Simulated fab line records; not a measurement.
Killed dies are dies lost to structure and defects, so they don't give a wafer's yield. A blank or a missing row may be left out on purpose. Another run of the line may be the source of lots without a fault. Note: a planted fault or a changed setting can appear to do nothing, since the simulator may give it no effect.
Matching of chambers / flow gf180mcu / 4 sister chambers for GF_V5_CMP_04 on cmp-01
The step polishes SiO2. 14 wafers are shown with their chamber, then 7 later ones without.

## WAFERS WITH THEIR CHAMBER
wafer=L859.2; chamber=1; motor current A (A)=13.4
wafer=L859.3; chamber=3; motor current A (A)=12.5
wafer=L859.6; chamber=3; motor current A (A)=12.3
wafer=L860.3; chamber=2; motor current A (A)=10.9
wafer=L860.4; chamber=0; motor current A (A)=12.1
wafer=L860.6; chamber=0; motor current A (A)=12.7
wafer=L863.2; chamber=3; motor current A (A)=12.7
wafer=L863.3; chamber=1; motor current A (A)=14.8
wafer=L863.4; chamber=2; motor current A (A)=10.4
wafer=L866.2; chamber=3; motor current A (A)=12.3
wafer=L866.5; chamber=0; motor current A (A)=11.9
wafer=L866.6; chamber=1; motor current A (A)=14.3
wafer=L869.1; chamber=2; motor current A (A)=10.6
wafer=L869.4; chamber=1; motor current A (A)=13.7

SIGNATURES (averages over the wafers above)
reading=motor current A; chamber 0=12.233; chamber 1=14.050; chamber 2=10.633; chamber 3=12.450; scatter within a chamber=0.419
Rule: a wafer lies at a distance from a chamber equal to the root of the sum of squares, over the readings, of (its reading less the chamber's mean, divided by the reading's scatter). If the next closest chamber is less than 2 further off than the closest, the wafer can't be placed; otherwise it belongs to the closest. The scatter: take each reading less its chamber's mean, square it, sum over the shown wafers, divide by the number of wafers less the number of chambers, and take the root.

## WAFERS MISSING THEIR CHAMBER
wafer=L869.5; motor current A (A)=10.2
wafer=L877.1; motor current A (A)=12.2
wafer=L877.2; motor current A (A)=10.8
wafer=L877.6; motor current A (A)=12.1
wafer=L878.1; motor current A (A)=13.8
wafer=L878.3; motor current A (A)=12.5
wafer=L878.6; motor current A (A)=12.0

## THE CHAMBER EACH PASSED THROUGH
wafer=L869.5; from the rows above=2; in truth=2
wafer=L877.1; from the rows above=can't be placed: 0 or 3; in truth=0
wafer=L877.2; from the rows above=2; in truth=2
wafer=L877.6; from the rows above=can't be placed: 0 or 3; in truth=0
wafer=L878.1; from the rows above=1; in truth=1
wafer=L878.3; from the rows above=can't be placed: 3 or 0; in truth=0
wafer=L878.6; from the rows above=can't be placed: 0 or 3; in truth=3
Correctly placed: 3 of 7. From these rows, 4 cannot be placed; in 4 the true chamber is one of the candidates. Number placed wrongly: 0.
